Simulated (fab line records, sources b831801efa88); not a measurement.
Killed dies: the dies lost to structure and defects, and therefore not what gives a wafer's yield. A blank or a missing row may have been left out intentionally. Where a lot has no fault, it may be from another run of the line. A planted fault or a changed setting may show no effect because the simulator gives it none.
Chamber matching + flow gf180mcu + GF_V4_CMP_04 on cmp-01: 4 sister chambers
The step polishes SiO2. 8 wafers are shown with their chamber, then 7 later ones without.

WAFERS WITH THEIR CHAMBER
| wafer  | chamber | motor_current_A (A) | time_to_endpoint_s (s) |
|--------|---------|---------------------|------------------------|
| L276.6 | 3       | 11.5                | 77                     |
| L279.1 | 3       | 12.6                | 69                     |
| L279.6 | 2       | 13.9                | 85                     |
| L281.1 | 1       | 9.3                 | 85                     |
| L281.2 | 0       | 13.6                | 82                     |
| L281.4 | 2       | 14.1                | 101                    |
| L285.2 | 0       | 13.6                | 67                     |
| L285.5 | 1       | 9.8                 | 74                     |

WAFERS MISSING THEIR CHAMBER
| wafer  | motor_current_A (A) | time_to_endpoint_s (s) |
|--------|---------------------|------------------------|
| L285.6 | 13.7                | 78                     |
| L291.1 | 13.6                | 73                     |
| L291.4 | 10.5                | 87                     |
| L291.6 | 13.8                | 87                     |
| L292.2 | 9.9                 | 90                     |
| L292.3 | 13.8                | 88                     |
| L292.5 | 9.9                 | 94                     |

EACH ONE'S CHAMBER
| wafer  | from the rows above     | in truth |
|--------|-------------------------|----------|
| L285.6 | can't be placed: 0 or 2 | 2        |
| L291.1 | 0                       | 0        |
| L291.4 | can't be placed: 1 or 3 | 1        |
| L291.6 | can't be placed: 2 or 0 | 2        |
| L292.2 | 1                       | 1        |
| L292.3 | can't be placed: 2 or 0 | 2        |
| L292.5 | 1                       | 1        |
Correct placement for 3 of the 7. Unplaceable from these rows: 4, with the true chamber sitting among the candidates in 4. 0 placed wrongly.
How it was worked out, from the rows above alone: a wafer's distance from a chamber is the root of the sum, over the readings, of the square of ((its reading less the chamber's mean) divided by the reading's scatter). The wafer belongs to the nearest chamber; if the next one is less than 2 further off, it can't be placed. For every chamber, the mean is computed from those of its wafers that are shown. The scatter: take each reading less its chamber's mean, square it, sum over the shown wafers, divide by the number of wafers less the number of chambers, and take the root.
